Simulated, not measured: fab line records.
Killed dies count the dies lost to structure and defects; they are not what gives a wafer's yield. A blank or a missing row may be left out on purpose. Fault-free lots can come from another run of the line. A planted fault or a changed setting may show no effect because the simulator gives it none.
A lot that was struck, set against a sound lot ; flow sky130 ; 18 steps out of a route of 708
Sound: the wafers L656.4, L656.5, L656.6. The struck wafers were L648.2, L648.4, L648.6. The cause is given at the end.
Each step with rows lists, per side, the tool, then ch with its chambers, then its first start. Under that, the readings that differ: sound wafers ; struck wafers ; difference of the means ; sigmas: that difference in standard deviations of wafers without a fault.
alike: readings with means less than 2 such deviations apart, plus words and numbers identical on both sides. not compared: withheld readings, readings lacking a value on some wafer, bounds such as >300 that could conceal the same value, and numbers that have no deviation in the record and whose values overlap.
The two part at a step that has a row with sigmas, a row that says differs or no value, or rows on one side only. Numbers that have no deviation but don't overlap get no sigmas and don't part them. Lack of a reading on every wafer of one side parts them only where that side has two or more wafers.

first, 3 steps without rows for these wafers: SKY_SONOS_ONO_WET_ETCH_18 (etches Si3N4 in H3PO4, target depth 15 nm, time 172 s); SKY_GATE_OXIDE_CLEAN_00 (cleans in SC1/SC2, time 150 s); SKY_GATE_OXIDE_OXIDATION_01 (stabilise 600 s, purge 300 s, target thk 10.268 nm).
SKY_GATE_OXIDE_THK_MEAS_02:
  sound: film metro-02 at day 19 15:19; struck: film metro-02 at day 17 05:19
reading;sound;struck;difference;sigmas
GATE_OXIDE_OXIDATION_00_THK (nm);10.13 10.07 9.97;10.59 10.53 10.41;+0.45;+2
then, 7 steps without rows for these wafers: SKY_GATE_OXIDE_DEHYDRATE_03 (time 60 s); SKY_GATE_OXIDE_HMDS_04 (prime time 60 s); SKY_GATE_OXIDE_COAT_05 (resist thk 1140 nm); SKY_GATE_OXIDE_SOFTBAKE_06 (time 60 s); SKY_GATE_OXIDE_EXPOSE_07 (exposes mask LVOM, target cd 600 nm); SKY_GATE_OXIDE_PEB_08; SKY_GATE_OXIDE_DEVELOP_09 (develop time 60 s).
SKY_GATE_OXIDE_OVL_MEAS_10:
  sound: overlay-02 at day 20 22:20; struck: overlay-01 at day 18 10:23
  alike: GATE_OXIDE_OVL
SKY_GATE_OXIDE_IMPLANT_11:
  sound on implanter-01 ch 0, day 20 22:25; struck on implanter-01 ch 0, day 18 10:26
reading;sound;struck;difference;sigmas
dose ions cm2;2.5977e+12 2.5959e+12 2.6009e+12;2.8228e+12 2.83e+12 2.8284e+12;+2.2890e+11;+82
faraday current uA;14.81 14.86 14.94;16.34 15.52 15.77;+1.01;+4
then, 1 step without rows for these wafers: SKY_GATE_OXIDE_WET_ETCH_12 (etches SiO2 in dHF, target depth 16.8 nm, time 336 s).
SKY_GATE_OXIDE_STRIP_13: strips in O2/N2.
  sound on plasma asher-01 ch 0,1, day 20 22:39; struck on plasma asher-01 ch 0,1, day 18 10:40
  alike: drypump motor current A, n2 flow sccm, oes product au, strip time to endpoint s
  not compared: rf hours counter h
SKY_GATE_OXIDE_TW_MEAS_14:
  sound: film metro-02 at day 20 22:45; struck: film metro-03 at day 18 10:47
reading;sound;struck;difference;sigmas
GATE_OXIDE_TW;220.6 221.2 222.0;226.1 226.8 226.4;+5.2;+4
then, 1 step without rows for these wafers: SKY_GATE_OXIDE_CLEAN_15 (cleans in SC1/SC2, time 150 s).
-- the record jumps here: 31 days lie between the struck wafers' starts before and after (it left off in module GATE_OXIDE and takes up again in module PAD_OPEN, whose first step shown is number 708 of the route) --
SKY_PAD_OPEN_PROBE_99:
  sound: prober-02 at day 50 11:58; struck: prober-02 at day 49 01:22
reading;sound;struck;difference;sigmas
model.etest.pfet_01v8_lvt.drive ua um;179.8 177.4 178.4;184.8 187.3 185.8;+7.4;
model.etest.pfet_01v8.drive ua um;199.7 199.8 197.2;200.8 201.1 204.6;+3.3;
model.etest.pfet_01v8_hvt.drive ua um;149.6 149.9 147.8;150.5 151 151;+1.7;
model.etest.pfet_01v8_lvt.off log10 a um;-8.969 -8.709 -8.775;-7.811 -7.732 -7.524;+1.129;
model.etest.pfet_01v8_mvt.off log10 a um;-10.34 -10.3 -10.2;-9.729 -9.873 -9.53;+0.569;
model.etest.pfet_01v8.off log10 a um;-9.394 -9.277 -9.608;-8.959 -8.924 -8.833;+0.521;
model.etest.sram pfet latch.off log10 a um;-12.65 -12.64 -12.64;-12.11 -12.19 -12.37;+0.42;
  alike: killed_at_M0_to_M3, killed_at_M4_up, killed at contacts, killed at front end, killed at other, killed dies, killed open, killed short
  not compared: model.etest.pfet_01v8_mvt.drive ua um

## WHERE THEY PART
Last at SKY_GATE_OXIDE_TW_MEAS_14 as far as this record goes, first at SKY_GATE_OXIDE_THK_MEAS_02. Later steps at which nothing parts them and some readings are alike: SKY_PAD_OPEN_PROBE_99.

WHY: what had been put in by the simulator
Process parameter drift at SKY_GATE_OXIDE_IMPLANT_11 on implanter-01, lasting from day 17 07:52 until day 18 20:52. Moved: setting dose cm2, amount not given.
